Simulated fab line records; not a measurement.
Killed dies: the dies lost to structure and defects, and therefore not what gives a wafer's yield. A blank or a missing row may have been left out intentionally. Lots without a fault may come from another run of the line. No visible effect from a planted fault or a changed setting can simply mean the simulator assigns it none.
fab line records -- flow sfq_line
record lots=7, wafers=21, last_day=94
route steps=325 shown I0@43 M1@58 I1@73 M8@325
lots that met no fault: taken from a fault-free run of the same line
start_h: start of the lot's first displayed wafer, in hours after the record's first day -- wait_h: hours elapsed since this lot's preceding step -- " identical to the entry in the row above -- L1.1+2: one row covering several wafers at once -- - no value, or no start given -- * or withheld: withheld -- < > ~ a bound
route shown NAME@n: NAME is a module with steps in the file, n the number in the route of the first one -- usual: mean/standard deviation taken from wafers without a fault -- same: alike in all rows -- chamber/n: place in a boat -- sites: per-site readings -- _std_site: the values' standard deviation -- _edge_site: mean of outer sites minus mean of inner sites -- radius_mm: how far each site lies from the wafer's centre -- mask NAME#n: copy n -- behind: the last tool/chamber to shape the wafer -- hold: what put the lot on hold/how long, in hours/how the hold closed -- device: the transistor (n, p or np) that didn't switch -- end of line: the route-end tests of the same wafers -- a step with no rows: only its recipe -- killed: count of dies lost to structure and defects at first sort (not the wafer's yield) -- map: a wafer's dies, marking killed ones x, the rest . and places with no die _
set.NAME: setting as actually run; set.NAME@STEP: the setting as run at that earlier step -- model.NAME: the simulator's own value behind a step, which no gauge read
lots at some steps of the route; a table a step, a row a wafer
services: the hour from which a tool's chamber was out of use, counted from the record's first day as start_h (under 0 if before that day), plus the number of hours and why
## steps
# step SFQ_TRILAYER_I0_DEP_PECVD_027
# recipe material=SiO2, temp_c=150, time_s=111.11, pressure_torr=2.4, rf_w=183.3, precursor=SiH4/N2O, target_thk_nm=500
# step SFQ_TRILAYER_I0_CMP_CMP_028
# recipe material=SiO2, down_force_psi=3, platen_rpm=60, pad_velocity_m_s=0.94248
# usual edge_zone_pressure_frac=0.999/0.0043, motor_current_A=10.2/0.9, platen_rpm=60.00/0.039, time_to_endpoint_s=212/8.8
lot.wafer,tool,chamber,start_h,wait_h,edge_zone_pressure_frac,motor_current_A,platen_rpm,time_to_endpoint_s
L472.1,cmp-02,2,150.24,2.2,1.003,9.1,59.99,210
L472.5,cmp-02,2,152.24,4.1,1.004,8.8,59.94,228
L472.6,cmp-02,3,152.24,4.1,0.995,10.0,60.04,210
L474.2,cmp-01,3,160.73,1.9,0.998,9.7,60.03,191
L474.4,cmp-01,0,160.73,1.9,1.010,8.6,59.98,204
L474.1,cmp-01,1,160.73,1.9,0.994,12.0,59.99,198
L486.3,cmp-02,3,259.79,0.0,0.995,10.4,60.03,208
L486.4,cmp-02,0,259.79,0.0,1.000,10.1,59.99,226
L486.2,cmp-02,1,259.79,0.0,1.001,10.4,59.94,206
L487.4,cmp-01,1,267.56,1.6,0.999,11.8,59.98,220
L487.3,cmp-01,2,267.56,1.6,1.003,10.3,60.05,225
L487.6,cmp-01,1,269.56,3.6,1.000,11.2,60.00,221
L488.4,cmp-02,1,272.29,1.5,0.994,11.1,60.09,207
L488.3,cmp-02,2,272.29,1.5,0.998,9.4,60.00,213
L488.5,cmp-02,0,273.79,3.0,0.999,10.0,59.96,216
L491.3,cmp-01,3,295.68,7.1,0.997,9.7,60.01,202
L491.5,cmp-01,0,295.68,7.1,1.006,8.5,59.97,205
L491.6,cmp-01,1,295.68,7.1,0.998,12.1,59.99,214
L492.4,cmp-02,1,302.40,9.0,1.000,10.5,59.94,208
L492.3,cmp-02,2,302.40,9.0,0.997,9.1,60.08,214
L492.2,cmp-02,3,302.40,9.0,0.996,10.7,60.02,208
# step SFQ_I0_BOW_MEAS_907
# recipe mode=bow
# usual I0_BOW=0/6.9
lot.wafer,tool,chamber,start_h,wait_h,I0_BOW[um]
L472.1,film_metro-02,-,153.24,2.5,9
L472.5,film_metro-02,-,153.24,2.5,-10
L472.6,film_metro-02,-,153.24,2.5,-1
L474.1,film_metro-04,-,163.73,1.5,4
L474.2,film_metro-04,-,163.73,1.5,10
L474.4,film_metro-04,-,163.73,1.5,5
L486.2,film_metro-04,-,262.81,1.5,5
L486.3,film_metro-04,-,262.81,1.5,3
L486.4,film_metro-04,-,262.81,1.5,2
L487.3,film_metro-04,-,270.60,2.0,2
L487.4,film_metro-04,-,270.60,2.0,1
L487.6,film_metro-04,-,270.60,2.0,15
L488.3,film_metro-04,-,274.83,1.5,-6
L488.4,film_metro-04,-,274.83,1.5,3
L488.5,film_metro-04,-,274.83,1.5,-2
L491.3,film_metro-01,-,297.22,1.0,-3
L491.5,film_metro-01,-,297.22,1.0,5
L491.6,film_metro-01,-,297.22,1.0,-8
L492.2,film_metro-04,-,305.42,1.5,7
L492.3,film_metro-04,-,305.42,1.5,5
L492.4,film_metro-04,-,305.42,1.5,1
# step SFQ_TRILAYER_I0_METRO_MEASURE_029
# step SFQ_TRILAYER_I0_VIA_LITHO_COAT_036
# recipe resist=BARC, spin_rpm=3000, resist_thk_nm=62
# step SFQ_TRILAYER_I0_VIA_LITHO_COAT_031
# recipe resist=KrF, spin_rpm=3000, resist_thk_nm=650
# step SFQ_TRILAYER_I0_VIA_LITHO_SOFTBAKE_035
# recipe temp_c=withheld, time_s=withheld, resist=KrF
# step SFQ_TRILAYER_I0_VIA_LITHO_EXPOSE_032
# recipe mask_id=I0, na=0.6, source_shape=conventional, sigma_outer=0.65, target_cd_nm=500, dose_mj=21.3
# step SFQ_TRILAYER_I0_VIA_LITHO_PEB_034
# recipe peb_temp_c=115, peb_time_s=60, resist=KrF
# step SFQ_TRILAYER_I0_VIA_LITHO_DEVELOP_033
# recipe time_s=60, resist=KrF
# step SFQ_I0_OVL_MEAS_908
# usual I0_OVL=1/6.2
lot.wafer,tool,chamber,start_h,wait_h,I0_OVL[nm]
L472.1,overlay-01,-,192.62,0.1,-3
L472.5,overlay-01,-,192.62,0.1,-5
L472.6,overlay-01,-,192.62,0.1,2
L474.1,overlay-01,-,213.57,0.1,0
L474.2,overlay-01,-,213.57,0.1,5
L474.4,overlay-01,-,213.57,0.1,1
L486.2,overlay-02,-,314.23,0.1,-10
L486.3,overlay-02,-,314.23,0.1,-12
L486.4,overlay-02,-,314.23,0.1,-13
L487.3,overlay-01,-,320.24,0.1,2
L487.4,overlay-01,-,320.24,0.1,4
L487.6,overlay-01,-,320.24,0.1,-7
L488.3,overlay-02,-,325.04,0.1,8
L488.4,overlay-02,-,325.04,0.1,5
L488.5,overlay-02,-,325.04,0.1,1
L491.3,overlay-01,-,346.64,0.1,7
L491.5,overlay-01,-,346.64,0.1,-1
L491.6,overlay-01,-,346.64,0.1,5
L492.2,overlay-02,-,359.40,0.1,0
L492.3,overlay-02,-,359.40,0.1,4
L492.4,overlay-02,-,359.40,0.1,-3
# step SFQ_TRILAYER_I0_VIA_BARC_OPEN_VIA_ETCH_046
# recipe mask_material=PR, chemistry=O2, target_depth_nm=125, target=BARC, source_w=500, bias_w=80, pressure_mtorr=30, time_s=41.7
# usual bias_w=80.01/0.25, chamber_pressure_mTorr=30.00/0.037, drypump_motor_current_A=5.7/0.36, oes_product_au=0.685/0.0044, rf_fwd_power_W=494.0/2.3
lot.wafer,tool,chamber,start_h,wait_h,bias_w,chamber_pressure_mTorr,drypump_motor_current_A,oes_product_au,rf_fwd_power_W,rf_hours_counter_h
L472.1,rie_diel-01,2,192.65,0.0,80.50,29.98,5.6,0.678,498.3,113
L472.5,rie_diel-01,2,192.65,0.0,80.27,30.01,5.6,0.687,495.7,-
L472.6,rie_diel-01,3,192.65,0.0,79.99,30.03,5.8,0.687,496.2,-
L474.1,rie_diel-03,1,213.60,0.0,79.71,30.04,5.8,0.692,496.9,75
L474.2,rie_diel-03,0,213.60,0.0,80.10,30.01,5.8,0.694,492.2,5
L474.4,rie_diel-03,3,213.60,0.0,80.00,30.02,5.1,0.691,499.0,105
L486.2,rie_diel-01,3,314.26,0.0,80.53,29.99,5.9,0.691,492.4,11
L486.3,rie_diel-01,2,314.26,0.0,79.68,29.97,5.6,0.685,497.5,115
L486.4,rie_diel-01,0,314.26,0.0,80.03,30.00,5.2,0.680,492.6,2
L487.3,rie_diel-02,1,320.26,0.0,79.94,30.02,5.5,0.681,494.5,85
L487.4,rie_diel-02,0,320.26,0.0,79.92,30.03,5.6,0.690,492.9,9
L487.6,rie_diel-02,1,320.26,0.0,79.71,30.00,5.4,0.676,494.0,-
L488.3,rie_diel-01,1,325.06,0.0,79.81,30.04,6.1,0.696,491.2,36
L488.4,rie_diel-01,3,325.06,0.0,79.90,30.00,5.9,0.681,497.6,11
L488.5,rie_diel-01,1,325.06,0.0,79.84,30.00,6.1,0.689,491.6,-
L491.3,rie_diel-01,0,346.66,0.0,79.54,30.02,5.2,0.687,491.9,3
L491.5,rie_diel-01,3,346.66,0.0,80.08,29.96,5.9,0.685,492.7,-
L491.6,rie_diel-01,0,346.66,0.0,79.66,29.99,5.2,0.684,494.1,-
L492.2,rie_diel-02,1,359.43,0.0,80.25,30.02,5.5,0.683,495.1,86
L492.3,rie_diel-02,3,359.43,0.0,79.76,29.96,5.2,0.681,496.0,51
L492.4,rie_diel-02,0,359.43,0.0,80.07,30.00,5.6,0.683,492.8,10
# step SFQ_TRILAYER_I0_VIA_ETCH_VIA_ETCH_034
# recipe target=SiO2, stop_on=Nb, mask_material=PR, taper_deg=20, chemistry=CHF3, target_depth_nm=260, source_w=500, bias_w=80, pressure_mtorr=30, time_s=withheld
# usual bias_w=79.97/0.21, chamber_pressure_mTorr=29.996/0.027, drypump_motor_current_A=5.7/0.36, oes_product_au=0.854/0.0048, rf_fwd_power_W=497.8/1.7
lot.wafer,tool,chamber,start_h,wait_h,bias_w,chamber_pressure_mTorr,drypump_motor_current_A,oes_product_au,rf_fwd_power_W,model.KrF_of_TRILAYER_I0_VIA_LITHO_COAT_031.thk_nm
L472.1,rie_diel-01,2,192.69,0.0,79.80,29.994,5.6,0.854,496.7,531.3
L472.5,rie_diel-01,2,192.69,0.0,79.80,29.996,5.6,0.860,497.5,531.3
L472.6,rie_diel-01,3,192.69,0.0,80.05,29.969,5.9,0.856,500.3,529.3
L474.1,rie_diel-03,1,213.64,0.0,80.24,29.994,5.8,0.853,497.7,528.5
L474.2,rie_diel-03,0,213.64,0.0,80.06,29.970,5.9,0.849,497.6,528.7
L474.4,rie_diel-03,3,213.64,0.0,80.13,29.960,5.1,0.850,500.3,527.9
L486.2,rie_diel-01,3,314.30,0.0,-,-,-,-,-,571.2
L486.3,rie_diel-01,2,314.30,0.0,-,-,-,-,-,574.3
L486.4,rie_diel-01,0,314.30,0.0,-,-,-,-,-,573
L487.3,rie_diel-02,1,320.30,0.0,-,-,-,-,-,574.3
L487.4,rie_diel-02,0,320.30,0.0,-,-,-,-,-,573.8
L487.6,rie_diel-02,1,320.30,0.0,-,-,-,-,-,573.4
L488.3,rie_diel-01,1,325.10,0.0,-,-,-,-,-,574.2
L488.4,rie_diel-01,3,325.10,0.0,-,-,-,-,-,571.7
L488.5,rie_diel-01,1,325.10,0.0,-,-,-,-,-,573.7
L491.3,rie_diel-01,0,346.70,0.0,80.26,29.954,5.2,0.851,495.5,530.1
L491.5,rie_diel-01,3,346.70,0.0,79.76,30.012,5.8,0.851,499.4,527.9
L491.6,rie_diel-01,0,346.70,0.0,79.96,29.988,5.2,0.850,496.6,529.2
L492.2,rie_diel-02,1,359.47,0.0,79.84,30.040,5.5,0.853,500.1,532.6
L492.3,rie_diel-02,3,359.47,0.0,79.74,29.980,5.2,0.851,498.5,531.7
L492.4,rie_diel-02,0,359.47,0.0,79.81,29.978,5.6,0.851,496.1,532.4
# step SFQ_TRILAYER_I0_VIA_STRIP_STRIP_035
# recipe gas=O2, power_w=200, platen_temp_c=40, overash_fraction=0.65, chemistry=O2, pressure_mtorr=50
# step SFQ_TRILAYER_I0_VIA_STRIP_SOLV_CLEAN_036
# recipe chemistry=NMP, temp_c=70, time_s=600
# step SFQ_TRILAYER_M1_DEP_PRE_CLEAN_038
# recipe gas=Ar, time_s=22.5, bias_v=250
# step SFQ_TRILAYER_M1_DEP_SPUTTER_037
# recipe material=Nb, base_pressure_pa=1.33e-06, chamber_pressure_pa=0.1333, substrate_temp_c=20, resputter_cathode_voltage_v=400, target_thk_nm=200, power_w=2000, time_s=133.3
# usual throttle_valve_pct=29.9/0.92
lot.wafer,tool,chamber,start_h,wait_h,throttle_valve_pct
L472.1,pvd_sputter-04,-,193.61,0.0,28.0
L472.5,pvd_sputter-04,-,193.61,0.0,28.6
L472.6,pvd_sputter-04,-,193.61,0.0,27.9
L474.1,pvd_sputter-06,-,214.56,0.0,29.0
L474.2,pvd_sputter-06,-,214.56,0.0,29.6
L474.4,pvd_sputter-06,-,214.56,0.0,29.6
L486.2,pvd_sputter-04,-,315.22,0.0,30.7
L486.3,pvd_sputter-04,-,315.22,0.0,28.8
L486.4,pvd_sputter-04,-,315.22,0.0,28.2
L487.3,pvd_sputter-05,-,321.22,0.0,30.3
L487.4,pvd_sputter-05,-,321.22,0.0,30.3
L487.6,pvd_sputter-05,-,321.22,0.0,30.3
L488.3,pvd_sputter-05,-,326.02,0.0,29.8
L488.4,pvd_sputter-05,-,326.02,0.0,30.7
L488.5,pvd_sputter-05,-,326.02,0.0,30.5
L491.3,pvd_sputter-06,-,347.62,0.0,29.8
L491.5,pvd_sputter-06,-,347.62,0.0,29.1
L491.6,pvd_sputter-06,-,347.62,0.0,29.2
L492.2,pvd_sputter-05,-,360.39,0.0,29.7
L492.3,pvd_sputter-05,-,360.39,0.0,31.7
L492.4,pvd_sputter-05,-,360.39,0.0,30.2
# step SFQ_M1_RS_MEAS_909
# recipe thk_meas_gauge=four-point-probe, reads=Nb_of_TRILAYER_M1_DEP_SPUTTER_037
# usual M1_NB_RS=0.893/0.0095
lot.wafer,tool,chamber,start_h,wait_h,M1_NB_RS[ohm/sq]
L472.1,film_metro-04,-,193.70,0.0,0.897
L472.5,film_metro-04,-,193.70,0.0,0.897
L472.6,film_metro-04,-,193.70,0.0,0.891
L474.1,film_metro-01,-,214.65,0.0,0.894
L474.2,film_metro-01,-,214.65,0.0,0.896
L474.4,film_metro-01,-,214.65,0.0,0.896
L486.2,film_metro-03,-,315.33,0.1,0.889
L486.3,film_metro-03,-,315.33,0.1,0.889
L486.4,film_metro-03,-,315.33,0.1,0.887
L487.3,film_metro-04,-,321.35,0.1,0.913
L487.4,film_metro-04,-,321.35,0.1,0.910
L487.6,film_metro-04,-,321.35,0.1,0.903
L488.3,film_metro-01,-,326.15,0.1,0.890
L488.4,film_metro-01,-,326.15,0.1,0.893
L488.5,film_metro-01,-,326.15,0.1,0.889
L491.3,film_metro-04,-,347.75,0.1,0.891
L491.5,film_metro-04,-,347.75,0.1,0.892
L491.6,film_metro-04,-,347.75,0.1,0.893
L492.2,film_metro-01,-,360.50,0.1,0.872
L492.3,film_metro-01,-,360.50,0.1,0.898
L492.4,film_metro-01,-,360.50,0.1,0.895
# step SFQ_TRILAYER_M1_LITHO_COAT_044
# recipe resist=BARC, spin_rpm=3000, resist_thk_nm=62
# step SFQ_TRILAYER_M1_LITHO_COAT_039
# recipe resist=KrF, spin_rpm=3000, resist_thk_nm=600
# step SFQ_TRILAYER_M1_LITHO_SOFTBAKE_043
# recipe temp_c=withheld, time_s=withheld, resist=KrF
# step SFQ_TRILAYER_M1_LITHO_EXPOSE_040
# recipe mask_id=M1, na=0.6, source_shape=conventional, sigma_outer=0.65, target_cd_nm=500, dose_mj=14.4
# step SFQ_TRILAYER_M1_LITHO_PEB_042
# recipe peb_temp_c=115, peb_time_s=60, resist=KrF
# step SFQ_TRILAYER_M1_LITHO_DEVELOP_041
# recipe time_s=60, resist=KrF
# step SFQ_M1_OVL_MEAS_911
# usual M1_OVL=2/4.5
lot.wafer,tool,chamber,start_h,wait_h,M1_OVL[nm]
L472.1,overlay-02,-,249.12,0.1,10
L472.5,overlay-02,-,249.12,0.1,7
L472.6,overlay-02,-,249.12,0.1,9
L474.1,overlay-02,-,261.12,0.1,2
L474.2,overlay-02,-,261.12,0.1,5
L474.4,overlay-02,-,261.12,0.1,9
L486.2,overlay-02,-,370.20,0.1,1
L486.3,overlay-02,-,370.20,0.1,-5
L486.4,overlay-02,-,370.20,0.1,-7
L487.3,overlay-02,-,378.41,0.1,-4
L487.4,overlay-02,-,378.41,0.1,4
L487.6,overlay-02,-,378.41,0.1,-1
L488.3,overlay-01,-,384.41,0.1,4
L488.4,overlay-01,-,384.41,0.1,1
L488.5,overlay-01,-,384.41,0.1,-1
L491.3,overlay-01,-,406.76,0.1,5
L491.5,overlay-01,-,406.76,0.1,6
L491.6,overlay-01,-,406.76,0.1,6
L492.2,overlay-02,-,419.95,0.1,4
L492.3,overlay-02,-,419.95,0.1,4
L492.4,overlay-02,-,419.95,0.1,-2
# step SFQ_TRILAYER_M1_BARC_OPEN_METAL_ETCH_054
# recipe mask_material=PR, chemistry=O2, target_depth_nm=125, target=BARC, icp_w=600, bias_w=80, pressure_mtorr=10, time_s=41.7
# step SFQ_TRILAYER_M1_ETCH_METAL_ETCH_042
# recipe target=Nb, stop_on=SiO2, mask_material=PR, chemistry=Cl2/Ar, target_depth_nm=240, icp_w=600, bias_w=80, pressure_mtorr=10, time_s=120
# usual bias_w=80.02/0.21, chamber_pressure_mTorr=10.000/0.0088, drypump_motor_current_A=5.6/0.73, oes_product_au=0.892/0.0065, rf_fwd_power_W=596.7/2.1
lot.wafer,tool,chamber,start_h,wait_h,bias_w,chamber_pressure_mTorr,drypump_motor_current_A,oes_product_au,rf_fwd_power_W,rf_hours_counter_h
L472.1,rie_metal-02,1,249.21,0.0,79.90,9.995,5.3,0.891,602.8,60
L472.5,rie_metal-02,0,249.21,0.0,80.02,9.999,4.6,0.892,595.3,-
L472.6,rie_metal-02,1,249.21,0.0,79.87,10.002,5.3,0.896,599.9,-
L474.1,rie_metal-02,0,261.21,0.0,79.71,10.003,4.6,0.886,599.8,95
L474.2,rie_metal-02,1,261.21,0.0,80.16,9.990,5.3,0.894,594.5,63
L474.4,rie_metal-02,0,261.21,0.0,79.74,10.001,4.6,0.893,598.8,-
L486.2,rie_metal-01,0,370.29,0.0,79.84,9.993,6.5,0.897,594.9,94
L486.3,rie_metal-01,1,370.29,0.0,79.69,9.993,6.2,0.891,595.7,-
L486.4,rie_metal-01,0,370.29,0.0,79.73,10.013,6.5,0.897,593.7,-
L487.3,rie_metal-02,1,378.54,0.1,79.93,9.999,5.3,0.877,598.2,-
L487.4,rie_metal-02,0,378.54,0.1,80.11,9.999,4.6,0.879,593.8,-
L487.6,rie_metal-02,1,378.54,0.1,79.84,10.001,5.3,0.889,595.1,-
L488.3,rie_metal-02,1,384.54,0.1,80.19,9.989,5.3,0.891,594.7,-
L488.4,rie_metal-02,0,384.54,0.1,79.74,10.009,4.6,0.892,596.0,-
L488.5,rie_metal-02,0,384.54,0.1,80.19,10.000,4.6,0.896,593.8,-
L491.3,rie_metal-04,0,406.89,0.1,79.94,9.981,5.6,0.895,597.8,-
L491.5,rie_metal-04,1,406.89,0.1,80.05,10.012,6.6,0.889,593.9,-
L491.6,rie_metal-04,0,406.89,0.1,80.12,9.989,5.6,0.898,595.2,-
L492.2,rie_metal-04,1,420.04,0.0,80.13,10.011,6.6,0.899,597.5,2
L492.3,rie_metal-04,0,420.04,0.0,80.10,10.006,5.6,0.884,599.8,-
L492.4,rie_metal-04,1,420.04,0.0,80.06,10.012,6.6,0.884,600.5,-
# step SFQ_TRILAYER_M1_STRIP_STRIP_043
# recipe gas=O2, power_w=200, platen_temp_c=40, overash_fraction=0.65, chemistry=O2, pressure_mtorr=50
# step SFQ_TRILAYER_M1_STRIP_SOLV_CLEAN_044
# recipe chemistry=NMP, temp_c=70, time_s=600
# step SFQ_TRILAYER_I1_DEP_PECVD_045
# recipe material=SiO2, temp_c=150, time_s=111.11, pressure_torr=2.4, rf_w=183.3, precursor=SiH4/N2O, target_thk_nm=500
# step SFQ_TRILAYER_I1_CMP_CMP_046
# recipe material=SiO2, down_force_psi=3, platen_rpm=60, pad_velocity_m_s=0.94248
# usual edge_zone_pressure_frac=1.000/0.0046, motor_current_A=10.3/0.92, platen_rpm=60.00/0.04, time_to_endpoint_s=214/9.1
lot.wafer,tool,chamber,start_h,wait_h,edge_zone_pressure_frac,motor_current_A,platen_rpm,time_to_endpoint_s
L472.1,cmp-02,3,253.72,3.6,0.995,10.7,60.05,211
L472.5,cmp-02,1,254.72,4.5,0.996,11.0,60.07,214
L472.6,cmp-02,2,254.72,4.5,1.000,9.2,59.96,226
L474.1,cmp-02,2,262.79,0.6,0.995,9.3,60.00,208
L474.2,cmp-02,3,262.79,0.6,0.998,10.9,60.06,192
L474.4,cmp-02,0,262.79,0.6,0.990,9.5,60.02,207
L486.2,cmp-01,3,371.83,0.6,1.001,10.3,60.01,216
L486.3,cmp-01,1,372.83,1.6,1.004,11.5,60.02,217
L486.4,cmp-01,2,372.83,1.6,1.002,10.3,59.96,236
L487.3,cmp-02,0,379.47,0.0,0.998,10.1,59.98,225
L487.4,cmp-02,3,380.97,1.5,1.009,10.4,59.94,211
L487.6,cmp-02,1,381.97,2.5,0.992,10.9,59.98,221
L488.4,cmp-02,3,385.47,0.0,0.998,10.5,60.03,216
L488.3,cmp-02,2,386.97,1.5,1.003,9.2,60.02,228
L488.5,cmp-02,3,386.97,1.5,0.999,10.9,59.98,225
L491.3,cmp-01,2,414.26,6.5,1.005,10.2,60.00,238
L491.6,cmp-01,2,416.26,8.4,1.001,10.6,59.96,229
L491.5,cmp-01,3,416.26,8.4,0.996,10.8,60.01,231
L492.2,cmp-02,2,424.52,3.5,1.006,9.2,59.95,222
L492.3,cmp-02,3,424.52,3.5,0.994,11.1,60.02,210
L492.4,cmp-02,0,424.52,3.5,0.999,10.7,60.03,220
# step SFQ_I1_BOW_MEAS_912
# recipe mode=bow
# usual I1_BOW=0/7.8
lot.wafer,tool,chamber,start_h,wait_h,I1_BOW[um]
L472.1,film_metro-02,-,255.72,1.5,8
L472.5,film_metro-02,-,255.72,1.5,-10
L472.6,film_metro-02,-,255.72,1.5,-1
L474.1,film_metro-02,-,265.79,2.5,5
L474.2,film_metro-02,-,265.79,2.5,11
L474.4,film_metro-02,-,265.79,2.5,7
L486.2,film_metro-02,-,374.85,2.5,3
L486.3,film_metro-02,-,374.85,2.5,1
L486.4,film_metro-02,-,374.85,2.5,1
L487.3,film_metro-03,-,382.51,2.5,3
L487.4,film_metro-03,-,382.51,2.5,1
L487.6,film_metro-03,-,382.51,2.5,16
L488.3,film_metro-02,-,388.51,1.0,-6
L488.4,film_metro-02,-,388.51,1.0,1
L488.5,film_metro-02,-,388.51,1.0,-1
L491.3,film_metro-01,-,417.30,2.5,-3
L491.5,film_metro-01,-,417.30,2.5,5
L491.6,film_metro-01,-,417.30,2.5,-9
L492.2,film_metro-01,-,427.04,2.0,0
L492.3,film_metro-01,-,427.04,2.0,0
L492.4,film_metro-01,-,427.04,2.0,-6
# step SFQ_TRILAYER_I1_METRO_MEASURE_047
# step SFQ_TRILAYER_I1_VIA_LITHO_COAT_054
# recipe resist=BARC, spin_rpm=3000, resist_thk_nm=62
# step SFQ_TRILAYER_I1_VIA_LITHO_COAT_049
# recipe resist=KrF, spin_rpm=3000, resist_thk_nm=650
# step SFQ_TRILAYER_I1_VIA_LITHO_SOFTBAKE_053
# recipe temp_c=withheld, time_s=withheld, resist=KrF
# step SFQ_TRILAYER_I1_VIA_LITHO_EXPOSE_050
# recipe mask_id=I1, na=0.6, source_shape=conventional, sigma_outer=0.65, target_cd_nm=500, dose_mj=21.3
# step SFQ_TRILAYER_I1_VIA_LITHO_PEB_052
# recipe peb_temp_c=115, peb_time_s=60, resist=KrF
# step SFQ_TRILAYER_I1_VIA_LITHO_DEVELOP_051
# recipe time_s=60, resist=KrF
# step SFQ_I1_OVL_MEAS_913
# usual I1_OVL=1/6.1
lot.wafer,tool,chamber,start_h,wait_h,I1_OVL[nm]
L472.1,overlay-01,-,342.46,0.1,-2
L472.5,overlay-01,-,342.46,0.1,-5
L472.6,overlay-01,-,342.46,0.1,4
L474.1,overlay-02,-,352.16,0.1,-1
L474.2,overlay-02,-,352.16,0.1,-5
L474.4,overlay-02,-,352.16,0.1,-2
L486.2,overlay-02,-,480.22,0.1,7
L486.3,overlay-02,-,480.22,0.1,12
L486.4,overlay-02,-,480.22,0.1,7
L487.3,overlay-02,-,491.02,0.1,-8
L487.4,overlay-02,-,491.02,0.1,-6
L487.6,overlay-02,-,491.02,0.1,-1
L488.3,overlay-01,-,499.42,0.1,-4
L488.4,overlay-01,-,499.42,0.1,4
L488.5,overlay-01,-,499.42,0.1,-3
L491.3,overlay-02,-,527.12,0.1,0
L491.5,overlay-02,-,527.12,0.1,1
L491.6,overlay-02,-,527.12,0.1,-8
L492.2,overlay-01,-,539.12,0.1,-10
L492.3,overlay-01,-,539.12,0.1,-3
L492.4,overlay-01,-,539.12,0.1,-10
# step SFQ_TRILAYER_I1_VIA_BARC_OPEN_VIA_ETCH_071
# recipe mask_material=PR, chemistry=O2, target_depth_nm=125, target=BARC, source_w=500, bias_w=80, pressure_mtorr=30, time_s=41.7
# step SFQ_M8_BOW_MEAS_951
# recipe mode=bow
# usual M8_BOW=6/12
lot.wafer,tool,chamber,start_h,wait_h,M8_BOW[um],model.etest.i0.link_ohm
L472.1,film_metro-04,-,1969.50,0.0,16,1.991
L472.5,film_metro-04,-,1969.50,0.0,-2,1.98
L472.6,film_metro-04,-,1969.50,0.0,6,1.982
L474.1,film_metro-02,-,1980.30,0.0,-3,1.964
L474.2,film_metro-02,-,1980.30,0.0,4,1.966
L474.4,film_metro-02,-,1980.30,0.0,-1,1.977
L487.3,film_metro-01,-,2225.51,0.0,0,1e+06
L487.4,film_metro-01,-,2225.51,0.0,-1,1e+06
L487.6,film_metro-01,-,2225.51,0.0,14,1e+06
L488.3,film_metro-01,-,2226.71,0.0,2,1e+06
L488.4,film_metro-01,-,2226.71,0.0,11,1e+06
L488.5,film_metro-01,-,2226.71,0.0,7,1e+06
L491.3,film_metro-01,-,2233.91,0.0,2,1.963
L491.5,film_metro-01,-,2233.91,0.0,9,1.966
L491.6,film_metro-01,-,2233.91,0.0,-4,1.967
L492.2,film_metro-04,-,2257.20,0.0,-4,1.946
L492.3,film_metro-04,-,2257.20,0.0,-5,1.975
L492.4,film_metro-04,-,2257.20,0.0,-10,1.97
## services
tool,chamber,start_h,hours,kind
pvd_sputter-05,-,151.47,0.9,repair
cmp-01,-,166.73,4.6,pm
rie_diel-01,-,185.95,1.1,repair
pvd_sputter-04,-,189.04,4.2,repair
pvd_sputter-04,-,190.33,2.2,repair
rie_diel-02,0,200.11,16.2,repair
rie_metal-04,0,204.06,15.5,repair
pvd_sputter-04,-,228.27,13.5,repair
cmp-01,-,228.41,2.3,repair
rie_diel-01,-,229.71,14.6,pm
cmp-02,-,236.72,4.0,pm
cmp-01,-,247.02,1.6,repair
cmp-02,-,256.53,1.5,repair
rie_diel-02,3,267.10,4.9,repair
rie_diel-01,2,268.36,10.2,repair
rie_diel-03,0,289.13,4.0,repair
rie_diel-03,1,316.97,3.3,repair
rie_diel-01,-,330.05,2.0,repair
rie_diel-02,-,330.43,0.3,repair
rie_diel-02,0,333.78,4.0,repair
rie_metal-04,-,354.14,0.6,repair
cmp-02,-,357.25,2.1,repair
rie_metal-02,1,386.16,1.8,repair
cmp-01,-,407.26,4.0,pm
## key
first_sign step=SFQ_TRILAYER_I0_VIA_ETCH_VIA_ETCH_034, reading=tool_record, direction=missing
effect none on later readings
model_effect step=SFQ_TRILAYER_I0_VIA_ETCH_VIA_ETCH_034, value=KrF_of_TRILAYER_I0_VIA_LITHO_COAT_031.thk_nm, without=528.3, struck=573.3
model_effect step=SFQ_M8_BOW_MEAS_951, value=etest.i0.link_ohm, without=1.963, struck=1e+06
met_at SFQ_TRILAYER_I0_VIA_ETCH_VIA_ETCH_034
struck_wafers L486.2,L486.3,L486.4,L487.3,L487.4,L487.6,L488.3,L488.4,L488.5
rows_end L486.2,L486.3,L486.4
onset_between 192.69 314.30
fault kind=skipped_step_whole, tool=rie_diel-01,rie_diel-02, chamber=-, onset_h=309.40, steps=SFQ_TRILAYER_I0_VIA_ETCH_VIA_ETCH_034, scope=struck_lots_only
# rows_end: these wafers met a further fault down the route, and their rows from its step on are left out
